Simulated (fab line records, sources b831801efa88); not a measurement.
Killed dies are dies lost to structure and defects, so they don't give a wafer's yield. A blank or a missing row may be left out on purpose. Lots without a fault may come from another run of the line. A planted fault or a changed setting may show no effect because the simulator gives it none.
Chamber matching | flow sky130 | SKY_GATE_OXIDE_CLEAN_15 on wet_bench-03: 3 sister chambers
The step cleans in SC1/SC2, time 150 s. 3 wafers are shown with their chamber, then 7 later ones without.

WAFERS WITH THEIR CHAMBER
wafer  | chamber | run_length_s (s)
L215.5 | 0       | 175
L216.6 | 1       | 182
L222.5 | 2       | 174

WAFERS WITHOUT THEIR CHAMBER
wafer  | run_length_s (s)
L222.6 | 174
L224.3 | 176
L224.4 | 176
L224.6 | 176
L226.1 | 175
L226.4 | 175
L226.5 | 175

WHICH CHAMBER EACH WENT THROUGH
wafer  | from the rows above     | in truth
L222.6 | can't be placed: 2 or 0 | 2
L224.3 | can't be placed: 0 or 2 | 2
L224.4 | can't be placed: 0 or 2 | 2
L224.6 | can't be placed: 0 or 2 | 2
L226.1 | can't be placed: 0 or 2 | 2
L226.4 | can't be placed: 0 or 2 | 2
L226.5 | can't be placed: 0 or 2 | 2
Placed correctly: 0 of 7. Can't be placed from these rows: 7 (the true chamber is among the candidates in 7). Placed wrongly: 0.
How it was worked out, from the rows above alone: a wafer's distance from a chamber is the root of the sum, over the readings, of the square of ((its reading less the chamber's mean) divided by the reading's scatter). The wafer belongs to the nearest chamber; if the next one is less than 2 further off, it can't be placed. A chamber's mean is the mean of its shown wafers. The scatter: with one shown wafer a chamber, the root of the mean of the squares of how far each hidden wafer lies from its nearest shown one.
